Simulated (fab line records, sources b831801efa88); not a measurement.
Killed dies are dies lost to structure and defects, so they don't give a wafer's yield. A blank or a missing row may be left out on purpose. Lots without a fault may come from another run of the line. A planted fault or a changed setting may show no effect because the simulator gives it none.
Chamber matching | flow gf180mcu | GF_SAB_CVD_00 on pecvd-03: 3 sister chambers
The step deposits SiO2 from TEOS, target thk 50 nm, time 4.9302 s. 3 wafers are shown with their chamber, then 7 later ones without.

WAFERS WITH THEIR CHAMBER
wafer  | chamber | heater_power_w (W)
L413.6 | 1       | 667
L417.1 | 0       | 671
L417.3 | 2       | 617

WAFERS WITHOUT THEIR CHAMBER
wafer  | heater_power_w (W)
L417.5 | 637
L418.1 | 629
L418.2 | 636
L418.5 | 637
L428.3 | 735
L428.5 | 657
L428.6 | 587

WHICH CHAMBER EACH WENT THROUGH
wafer  | from the rows above          | in truth
L417.5 | can't be placed: 2 or 1 or 0 | 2
L418.1 | can't be placed: 2 or 1 or 0 | 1
L418.2 | can't be placed: 2 or 1 or 0 | 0
L418.5 | can't be placed: 2 or 1 or 0 | 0
L428.3 | can't be placed: 0 or 1 or 2 | 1
L428.5 | can't be placed: 1 or 0 or 2 | 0
L428.6 | can't be placed: 2 or 1 or 0 | 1
Placed correctly: 0 of 7. Can't be placed from these rows: 7 (the true chamber is among the candidates in 7). Placed wrongly: 0.
How it was worked out, from the rows above alone: a wafer's distance from a chamber is the root of the sum, over the readings, of the square of ((its reading less the chamber's mean) divided by the reading's scatter). The wafer belongs to the nearest chamber; if the next one is less than 2 further off, it can't be placed. A chamber's mean is the mean of its shown wafers. The scatter: with one shown wafer a chamber, the root of the mean of the squares of how far each hidden wafer lies from its nearest shown one.
